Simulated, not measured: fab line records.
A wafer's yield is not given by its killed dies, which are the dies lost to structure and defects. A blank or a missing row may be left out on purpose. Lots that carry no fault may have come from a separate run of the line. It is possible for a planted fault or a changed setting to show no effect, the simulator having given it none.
fab line records ; flow sky130
record: lots: 6; wafers: 18; last_day: 50
route steps=708 shown NWELL@82 PWDE@84 VT_ADJUST_HVTP@85 VT_ADJUST_LVTN@97 PAD_OPEN@708
lots that met no fault: taken from a fault-free run of the same line
start_h: start of the lot's first displayed wafer, in hours after the record's first day ; wait_h: hours elapsed since this lot's preceding step ; " same as the row above ; L1.1+2: a single row standing in for several wafers ; - value missing, or start not given ; * or withheld: withheld ; < > ~ a bound
route shown NAME@n: a module of which the file shows steps, and the number in the route of the first ; usual: mean/standard deviation of fault-free wafers ; same: alike in all rows ; chamber/n: place in a boat ; sites: each site's reading ; _std_site: the values' standard deviation ; _edge_site: the outer-site mean with the inner-site mean subtracted ; radius_mm: for every site, how far away it sits from the centre of the wafer ; mask NAME#n: copy n ; behind: tool/chamber where the wafer was last shaped ; hold: the reason the lot was held/the length of the hold in hours/how it ended ; device: the transistor (n, p or np) that didn't switch ; end of line: the route-end tests of the same wafers ; a step with no rows: only its recipe ; killed: dies that structure and defects cost at the first sort, which is not the same as the wafer's yield ; map: a wafer's dies, marking killed ones x, the rest . and places with no die _
set.NAME: the setting that was run; set.NAME@STEP: the one run at that earlier step ; model.NAME: the simulator's own value behind a step, which no gauge read
lots at selected steps of the route; one table per step, one row per wafer
services: the hour from which a tool's chamber was out of use, counted from the record's first day as start_h (under 0 if before that day), plus the number of hours and why
== steps ==
step: SKY_NWELL_RS_MEAS_29
recipe: thk_meas_gauge: four-point-probe
usual: NWELL_RS: 624.8/1.5
lot.wafer;tool;chamber;start_h;wait_h;NWELL_RS[ohm/sq]
L510.1;film_metro-01;-;110.80;0.1;624.1
L510.2;film_metro-01;-;110.80;0.1;623.3
L510.3;film_metro-01;-;110.80;0.1;620.8
L511.3;film_metro-04;-;117.24;0.1;624.4
L511.5;film_metro-04;-;117.24;0.1;622.6
L511.6;film_metro-04;-;117.24;0.1;624.7
L514.3;film_metro-02;-;137.53;0.1;625.7
L514.5;film_metro-02;-;137.53;0.1;625.2
L514.6;film_metro-02;-;137.53;0.1;627.7
L519.1;film_metro-02;-;164.70;0.1;626.9
L519.5;film_metro-02;-;164.70;0.1;626.7
L519.6;film_metro-02;-;164.70;0.1;628.0
L527.2;film_metro-02;-;224.36;0.1;627.3
L527.4;film_metro-02;-;224.36;0.1;624.2
L527.5;film_metro-02;-;224.36;0.1;624.5
L531.1;film_metro-04;-;245.33;0.1;624.3
L531.2;film_metro-04;-;245.33;0.1;625.8
L531.3;film_metro-04;-;245.33;0.1;623.9
step: SKY_NWELL_RS_MEAS_31
recipe: thk_meas_gauge: four-point-probe
usual: PWDE_RS: 5271/17
lot.wafer;tool;chamber;start_h;wait_h;PWDE_RS[ohm/sq]
L510.1;film_metro-01;-;111.04;0.1;5308
L510.2;film_metro-01;-;111.04;0.1;5267
L510.3;film_metro-01;-;111.04;0.1;5287
L511.3;film_metro-04;-;117.48;0.1;5283
L511.5;film_metro-04;-;117.48;0.1;5292
L511.6;film_metro-04;-;117.48;0.1;5294
L514.3;film_metro-02;-;137.77;0.1;5267
L514.5;film_metro-02;-;137.77;0.1;5255
L514.6;film_metro-02;-;137.77;0.1;5264
L519.1;film_metro-02;-;164.94;0.1;5257
L519.5;film_metro-02;-;164.94;0.1;5260
L519.6;film_metro-02;-;164.94;0.1;5261
L527.2;film_metro-02;-;224.60;0.1;5263
L527.4;film_metro-02;-;224.60;0.1;5250
L527.5;film_metro-02;-;224.60;0.1;5268
L531.1;film_metro-04;-;245.57;0.1;5270
L531.2;film_metro-04;-;245.57;0.1;5273
L531.3;film_metro-04;-;245.57;0.1;5275
step: SKY_VT_ADJUST_HVTP_DEHYDRATE_00
recipe: temp_c: 200; time_s: 60
step: SKY_VT_ADJUST_HVTP_HMDS_01
recipe: prime_time_s: 60; prime_temp_c: 120
step: SKY_VT_ADJUST_HVTP_COAT_02
recipe: resist: NOVOLAK; spin_rpm: 3000; resist_thk_nm: 1140
step: SKY_VT_ADJUST_HVTP_SOFTBAKE_03
recipe: temp_c: 90; time_s: 60; resist: NOVOLAK
step: SKY_VT_ADJUST_HVTP_EXPOSE_04
recipe: mask_id: HVTPM; na: 0.6; source_shape: conventional; sigma_outer: 0.6; polarization: unpolarized; target_cd_nm: 380; dose_mj: 140
step: SKY_VT_ADJUST_HVTP_PEB_05
recipe: temp_c: withheld; time_s: *; resist: NOVOLAK
step: SKY_VT_ADJUST_HVTP_DEVELOP_06
recipe: resist: NOVOLAK; developer: TMAH; develop_time_s: 60; dev_temp_c: 23
step: SKY_VT_ADJUST_HVTP_CD_MEAS_07
recipe: target_cd_nm: 380
usual: cd_nm: 380.9/2
lot.wafer;tool;chamber;start_h;wait_h;cd_nm
L510.1;cd_sem-01;-;129.20;0.1;379.9
L510.2;cd_sem-01;-;129.20;0.1;381.7
L510.3;cd_sem-01;-;129.20;0.1;379.6
L511.3;cd_sem-02;-;134.90;0.1;381.6
L511.5;cd_sem-02;-;134.90;0.1;381.4
L511.6;cd_sem-02;-;134.90;0.1;381.2
L514.3;cd_sem-02;-;156.79;0.1;380.7
L514.5;cd_sem-02;-;156.79;0.1;381.2
L514.6;cd_sem-02;-;156.79;0.1;381.9
L519.1;cd_sem-01;-;184.45;0.1;378.9
L519.5;cd_sem-01;-;184.45;0.1;378.7
L519.6;cd_sem-01;-;184.45;0.1;377.9
L527.2;cd_sem-01;-;246.41;0.1;379.2
L527.4;cd_sem-01;-;246.41;0.1;378.5
L527.5;cd_sem-01;-;246.41;0.1;375.2
L531.1;cd_sem-01;-;268.74;0.1;380.1
L531.2;cd_sem-01;-;268.74;0.1;383.2
L531.3;cd_sem-01;-;268.74;0.1;379.6
step: SKY_VT_ADJUST_HVTP_OVL_MEAS_08
usual: VT_ADJUST_HVTP_OVL: -0.1/1.3
lot.wafer;tool;chamber;start_h;wait_h;VT_ADJUST_HVTP_OVL[nm]
L510.1;overlay-01;-;129.32;0.1;-0.9
L510.2;overlay-01;-;129.32;0.1;0.3
L510.3;overlay-01;-;129.32;0.1;-0.3
L511.3;overlay-02;-;134.99;0.1;0.8
L511.5;overlay-02;-;134.99;0.1;-1.3
L511.6;overlay-02;-;134.99;0.1;-0.7
L514.3;overlay-01;-;156.88;0.1;0.3
L514.5;overlay-01;-;156.88;0.1;2.8
L514.6;overlay-01;-;156.88;0.1;0.9
L519.1;overlay-01;-;184.57;0.1;0.1
L519.5;overlay-01;-;184.57;0.1;0.6
L519.6;overlay-01;-;184.57;0.1;0.9
L527.2;overlay-02;-;246.52;0.1;-1.2
L527.4;overlay-02;-;246.52;0.1;-1.9
L527.5;overlay-02;-;246.52;0.1;-1.0
L531.1;overlay-02;-;268.86;0.1;-0.2
L531.2;overlay-02;-;268.86;0.1;0.0
L531.3;overlay-02;-;268.86;0.1;-1.1
step: SKY_VT_ADJUST_HVTP_IMPLANT_09
recipe: species: As; energy_kev: 150; dose_cm2: 4.3e+12; tilt_deg: withheld
usual: dose_ions_cm2: 4.299e+12/5.2e+09; faraday_current_uA: 24.3/0.5
lot.wafer;tool;chamber;start_h;wait_h;dose_ions_cm2;faraday_current_uA
L510.1;implanter-01;0;129.36;0.0;4.301e+12;24.3
L510.2;implanter-01;0;129.36;0.0;4.297e+12;24.7
L510.3;implanter-01;0;129.36;0.0;4.298e+12;24.4
L511.3;implanter-02;0;135.06;0.1;4.301e+12;23.9
L511.5;implanter-02;0;135.06;0.1;4.297e+12;24.6
L511.6;implanter-02;0;135.06;0.1;4.299e+12;23.6
L514.3;implanter-01;0;156.96;0.1;5.028e+12;28.1
L514.5;implanter-01;0;156.96;0.1;5.02e+12;28.2
L514.6;implanter-01;0;156.96;0.1;5.019e+12;27.8
L519.1;implanter-01;0;184.61;0.0;5.023e+12;28.2
L519.5;implanter-01;0;184.61;0.0;5.015e+12;28.2
L519.6;implanter-01;0;184.61;0.0;5.015e+12;27.4
L527.2;implanter-04;0;246.57;0.0;4.295e+12;24.3
L527.4;implanter-04;0;246.57;0.0;4.297e+12;24.5
L527.5;implanter-04;0;246.57;0.0;4.292e+12;24.2
L531.1;implanter-02;0;268.90;0.0;4.306e+12;23.8
L531.2;implanter-02;0;268.90;0.0;4.305e+12;24.5
L531.3;implanter-02;0;268.90;0.0;4.296e+12;24.7
step: SKY_VT_ADJUST_HVTP_STRIP_10
recipe: chemistry: O2/N2; power_w: 1400; pressure_mtorr: 1500; platen_temp_c: withheld; o2_flow_sccm: 3000; n2_flow_sccm: 300; overash_fraction: 0.5
usual: drypump_motor_current_A: 6.11/0.27; oes_product_au: 0.715/0.0046; strip_time_to_endpoint_s: 14.19/0.033
same: overash_fraction: 0.5
lot.wafer;tool;chamber;start_h;wait_h;drypump_motor_current_A;oes_product_au;rf_hours_counter_h;strip_time_to_endpoint_s
L510.1;plasma_asher-03;0;129.51;0.1;5.65;0.712;46;14.22
L510.2;plasma_asher-03;1;129.51;0.1;6.32;0.716;46;14.21
L510.3;plasma_asher-03;1;129.51;0.1;6.33;0.709;-;14.25
L511.3;plasma_asher-02;1;135.20;0.1;6.17;0.712;-;14.17
L511.5;plasma_asher-02;0;135.20;0.1;5.82;0.716;-;14.15
L511.6;plasma_asher-02;1;135.20;0.1;6.18;0.718;-;14.17
L514.3;plasma_asher-02;0;157.09;0.1;5.82;0.717;-;14.14
L514.5;plasma_asher-02;0;157.09;0.1;5.83;0.712;-;14.15
L514.6;plasma_asher-02;1;157.09;0.1;6.17;0.710;-;14.15
L519.1;plasma_asher-02;1;184.76;0.1;6.17;0.718;34;14.18
L519.5;plasma_asher-02;0;184.76;0.1;5.84;0.710;-;14.17
L519.6;plasma_asher-02;1;184.76;0.1;6.18;0.721;-;14.20
L527.2;plasma_asher-03;0;246.70;0.1;5.63;0.713;57;14.20
L527.4;plasma_asher-03;0;246.70;0.1;5.67;0.710;-;14.17
L527.5;plasma_asher-03;0;246.70;0.1;5.67;0.719;-;14.19
L531.1;plasma_asher-03;1;269.05;0.1;6.33;0.708;60;14.20
L531.2;plasma_asher-03;0;269.05;0.1;5.66;0.713;60;14.21
L531.3;plasma_asher-03;0;269.05;0.1;5.65;0.720;-;14.22
step: SKY_VT_ADJUST_HVTP_TW_MEAS_11
usual: VT_ADJUST_HVTP_TW: 1362/22
lot.wafer;tool;chamber;start_h;wait_h;VT_ADJUST_HVTP_TW
L510.1;film_metro-03;-;129.61;0.1;1345
L510.2;film_metro-03;-;129.61;0.1;1339
L510.3;film_metro-03;-;129.61;0.1;1342
L511.3;film_metro-01;-;135.28;0.1;1359
L511.5;film_metro-01;-;135.28;0.1;1360
L511.6;film_metro-01;-;135.28;0.1;1350
L514.3;film_metro-04;-;157.18;0.1;1474
L514.5;film_metro-04;-;157.18;0.1;1464
L514.6;film_metro-04;-;157.18;0.1;1460
L519.1;film_metro-04;-;184.86;0.1;1465
L519.5;film_metro-04;-;184.86;0.1;1464
L519.6;film_metro-04;-;184.86;0.1;1463
L527.2;film_metro-01;-;246.81;0.1;1352
L527.4;film_metro-01;-;246.81;0.1;1366
L527.5;film_metro-01;-;246.81;0.1;1361
L531.1;film_metro-04;-;269.15;0.1;1388
L531.2;film_metro-04;-;269.15;0.1;1392
L531.3;film_metro-04;-;269.15;0.1;1389
step: SKY_VT_ADJUST_LVTN_DEHYDRATE_00
recipe: temp_c: 200; time_s: 60
step: SKY_PAD_OPEN_PROBE_99
usual: killed_at_M0_to_M3: 43/7.3; killed_at_M4_up: 3.4/1.7; killed_at_contacts: 24/4.5; killed_at_front_end: 16/4.4; killed_at_other: 0.2/0.51; killed_dies: 86/9.7; killed_open: 46/6.6; killed_short: 39/7.1
same: gross_dies: 492; killed_at_back_side: 0
lot.wafer;tool;chamber;start_h;wait_h;killed_at_M0_to_M3;killed_at_M4_up;killed_at_contacts;killed_at_front_end;killed_at_other;killed_dies;killed_open;killed_short;model.etest.tip_p.rs_ohm_sq;model.etest.pfet_01v8.r_on_ohm_um;model.etest.pfet_01v8.drive_ua_um;model.etest.pfet_01v8_mvt.drive_ua_um;model.etest.pfet_01v8_hvt.drive_ua_um;model.etest.sram_pfet_latch.drive_ua_um;model.etest.pfet_01v8.off_log10_a_um;model.etest.pfet_01v8_mvt.off_log10_a_um
L510.1;prober-01;-;1076.68;0.1;41;3;19;26;0;89;49;38;6784;2823;198.4;155.4;148;153;-9.775;-10.51
L510.2;prober-01;-;1076.73;0.1;46;3;21;10;0;80;44;35;6822;2764;201.2;157.2;153.9;151.6;-9.089;-10.33
L510.3;prober-01;-;1076.78;0.2;33;1;23;13;0;70;44;25;6782;2828;197.3;156.4;148.5;154.7;-9.552;-10.4
L511.3;prober-01;-;1083.07;0.2;44;2;22;18;0;86;46;40;6783;2893;193.5;153.3;144.2;144.7;-9.882;-10.69
L511.5;prober-01;-;1083.17;0.2;41;2;28;9;0;80;45;35;6806;2860;193.7;153.2;144.3;150.5;-10;-10.78
L511.6;prober-01;-;1083.22;0.2;34;2;30;19;0;85;42;43;6831;2934;190.9;151.8;141.4;143.9;-9.907;-10.7
L514.3;prober-01;-;1109.66;0.2;33;4;25;13;0;75;35;40;7208;2929;185.9;140.8;140.2;142.1;-10.79;-11.89
L514.5;prober-01;-;1109.76;0.2;54;4;20;19;0;97;44;53;7212;2936;184.8;140.5;141.1;142.1;-10.82;-12.12
L514.6;prober-01;-;1109.81;0.2;37;2;23;13;0;75;41;34;7212;3008;178.3;137.1;134.6;134.6;-11.25;-12.17
L519.1;prober-01;-;1139.17;0.1;41;2;26;18;1;88;53;35;7400;3130;168;130.2;128.1;124.4;-11.7;-12.44
L519.5;prober-01;-;1139.37;0.2;31;2;23;20;0;76;44;32;7389;3042;172.8;132.8;130.7;130.3;-11.23;-12.44
L519.6;prober-01;-;1139.42;0.2;37;3;23;28;0;91;48;43;7417;3102;173.8;132.7;129.5;128.7;-11.39;-12.43
L527.2;prober-01;-;1186.44;0.1;44;4;20;13;1;82;45;37;6808;2867;194.7;150;144.7;144;-9.604;-10.92
L527.4;prober-01;-;1186.54;0.2;39;5;19;15;0;78;40;38;6839;2944;187.6;149;140.2;143.3;-10.18;-11.09
L527.5;prober-01;-;1186.59;0.2;36;6;21;14;0;77;37;40;6878;2952;188.8;148.3;141.4;142;-10.19;-11.18
L531.1;prober-01;-;1203.05;0.1;36;5;22;20;0;83;40;41;6748;2880;192.8;153.1;145.8;145.5;-9.907;-10.68
L531.2;prober-01;-;1203.10;0.1;41;8;25;12;0;86;48;38;6835;2851;196.2;155.1;147.8;151.3;-9.733;-10.61
L531.3;prober-01;-;1203.15;0.2;42;3;29;17;0;91;48;42;6790;2815;198.4;158.2;148.1;151.9;-9.704;-10.46
killed by level:class
L510.1 VIA2:geometric_particle:open=14 VIA1:geometric_particle:open=8 FIELD_ISO:geometric_particle:short=7 FIELD_ISO:geometric_particle:open=6 CONTACT:geometric_particle:short=5 CONTACT:geometric_particle:open=5 VIA3:geometric_particle:open=5 POLY_GATE:geometric_particle:short=4
L510.2 VIA1:geometric_particle:open=14 CONTACT:geometric_particle:open=7 VIA2:geometric_particle:open=7 VIA3:geometric_particle:open=6 POLY_GATE:geometric_particle:short=4 LI_CONTACT:geometric_particle:open=4 LOCAL_INTERCONNECT:geometric_particle:short=4 METAL1:geometric_particle:short=4
L510.3 CONTACT:geometric_particle:open=13 VIA3:geometric_particle:open=8 VIA2:geometric_particle:open=5 VIA1:geometric_particle:short=4 VIA1:geometric_particle:open=4 FIELD_ISO:geometric_particle:short=3 FIELD_ISO:geometric_particle:open=3 POLY_GATE:geometric_particle:open=3
L511.3 VIA1:geometric_particle:open=11 CONTACT:geometric_particle:open=7 FIELD_ISO:geometric_particle:open=6 VIA3:geometric_particle:open=6 FIELD_ISO:geometric_particle:short=5 VIA1:geometric_particle:short=5 VIA2:geometric_particle:short=4 LI_CONTACT:geometric_particle:open=4
L511.5 CONTACT:geometric_particle:open=12 VIA1:geometric_particle:open=10 VIA3:geometric_particle:open=8 VIA2:geometric_particle:open=6 LOCAL_INTERCONNECT:geometric_particle:short=6 POLY_GATE:geometric_particle:short=5 CONTACT:geometric_particle:short=5 METAL1:geometric_particle:short=5
L511.6 CONTACT:geometric_particle:open=14 VIA1:geometric_particle:open=9 FIELD_ISO:geometric_particle:short=6 LI_CONTACT:geometric_particle:open=6 SONOS_ONO:geometric_particle:short=5 METAL1:geometric_particle:short=5 METAL2:geometric_particle:short=5 LOCAL_INTERCONNECT:geometric_particle:short=4
L514.3 LOCAL_INTERCONNECT:geometric_particle:short=7 CONTACT:geometric_particle:short=6 VIA2:geometric_particle:open=6 METAL1:geometric_particle:short=6 FIELD_ISO:geometric_particle:open=4 POLY_GATE:geometric_particle:short=4 METAL2:geometric_particle:short=4 CONTACT:geometric_particle:open=4
L514.5 VIA3:geometric_particle:open=10 METAL2:geometric_particle:short=10 VIA1:geometric_particle:open=8 FIELD_ISO:geometric_particle:short=7 CONTACT:geometric_particle:open=7 VIA2:geometric_particle:short=6 VIA2:geometric_particle:open=6 LI_CONTACT:geometric_particle:open=6
L514.6 VIA2:geometric_particle:open=13 CONTACT:geometric_particle:open=11 METAL2:geometric_particle:short=6 FIELD_ISO:geometric_particle:short=5 CONTACT:geometric_particle:short=5 VIA1:geometric_particle:short=5 LOCAL_INTERCONNECT:geometric_particle:short=4 POLY_GATE:geometric_particle:open=3
L519.1 VIA2:geometric_particle:open=12 CONTACT:geometric_particle:open=9 VIA3:geometric_particle:open=9 VIA1:geometric_particle:open=8 LOCAL_INTERCONNECT:geometric_particle:short=7 METAL2:geometric_particle:short=6 POLY_GATE:geometric_particle:short=5 FIELD_ISO:geometric_particle:open=4
L519.5 VIA2:geometric_particle:open=10 CONTACT:geometric_particle:open=10 FIELD_ISO:geometric_particle:short=7 VIA1:geometric_particle:open=7 LOCAL_INTERCONNECT:geometric_particle:short=5 CONTACT:geometric_particle:short=5 FIELD_ISO:geometric_particle:open=4 POLY_GATE:geometric_particle:open=4
L519.6 VIA1:geometric_particle:open=12 FIELD_ISO:geometric_particle:open=8 CONTACT:geometric_particle:short=8 POLY_GATE:geometric_particle:open=7 POLY_GATE:geometric_particle:short=6 LI_CONTACT:geometric_particle:open=5 CONTACT:geometric_particle:open=5 METAL1:geometric_particle:short=4
L527.2 VIA1:geometric_particle:open=12 VIA3:geometric_particle:open=10 CONTACT:geometric_particle:short=6 VIA2:geometric_particle:open=5 LI_CONTACT:geometric_particle:open=5 LOCAL_INTERCONNECT:geometric_particle:short=4 FIELD_ISO:geometric_particle:short=4 FIELD_ISO:geometric_particle:open=3
L527.4 CONTACT:geometric_particle:open=9 VIA2:geometric_particle:open=9 FIELD_ISO:geometric_particle:short=7 METAL2:geometric_particle:short=6 VIA1:geometric_particle:open=6 VIA3:geometric_particle:open=5 METAL1:geometric_particle:short=5 METAL4:geometric_particle:short=4
L527.5 VIA1:geometric_particle:open=13 LOCAL_INTERCONNECT:geometric_particle:short=7 VIA3:geometric_particle:open=6 METAL4:geometric_particle:short=6 CONTACT:geometric_particle:open=5 CONTACT:geometric_particle:short=4 METAL1:geometric_particle:short=4 VIA1:geometric_particle:short=4
L531.1 VIA1:geometric_particle:open=11 CONTACT:geometric_particle:short=6 VIA1:geometric_particle:short=6 VIA2:geometric_particle:open=6 CONTACT:geometric_particle:open=5 FIELD_ISO:geometric_particle:open=4 POLY_GATE:geometric_particle:short=4 POLY_GATE:geometric_particle:open=4
L531.2 VIA1:geometric_particle:open=11 CONTACT:geometric_particle:open=9 METAL2:geometric_particle:short=9 VIA2:geometric_particle:open=6 LI_CONTACT:geometric_particle:open=6 CONTACT:geometric_particle:short=5 VIA1:geometric_particle:short=4 METAL4:geometric_particle:short=4
L531.3 VIA1:geometric_particle:open=9 CONTACT:geometric_particle:short=9 CONTACT:geometric_particle:open=9 VIA2:geometric_particle:open=8 LI_CONTACT:geometric_particle:open=7 FIELD_ISO:geometric_particle:short=6 METAL1:geometric_particle:short=6 METAL2:geometric_particle:short=6
== services ==
tool;chamber;start_h;hours;kind
plasma_asher-02;-;116.00;1.9;repair
plasma_asher-02;-;164.29;3.3;repair
implanter-04;-;230.71;1.2;repair
implanter-02;-;247.87;2.1;repair
== key ==
first_sign: step: SKY_VT_ADJUST_HVTP_IMPLANT_09; reading: dose_ions_cm2; direction: up; sigmas: 99+; usual: *; struck: *
effect: step: SKY_VT_ADJUST_HVTP_IMPLANT_09; reading: faraday_current_uA; direction: up; sigmas: 7.4; usual: 24.3; struck: 28.0
effect: step: SKY_VT_ADJUST_HVTP_TW_MEAS_11; reading: VT_ADJUST_HVTP_TW; direction: up; sigmas: 4.8; usual: 1362; struck: 1465
model_effect: step: SKY_PAD_OPEN_PROBE_99; value: etest.tip_p.rs_ohm_sq; without: 6869; struck: 7306
met_at SKY_VT_ADJUST_HVTP_IMPLANT_09
struck_wafers L514.3,L514.5,L514.6,L519.1,L519.5,L519.6
tester_left_out L514,L519
onset_between 129.36 156.96
fault: kind: process_parameter_drift; tool: implanter-01; chamber: -; onset_h: 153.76; steps: SKY_VT_ADJUST_HVTP_IMPLANT_09; channel: dose_cm2; offset: *; shape: step; end_h: 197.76; acts_in: *; stated: *
tester_left_out: of these lots the tester's yield and bins aren't shown, on N5 and GAA mostly nor the transistor test; their killed dies are dies lost to structure and defects alone, not to doping, threshold or leakage, so they don't give the yield
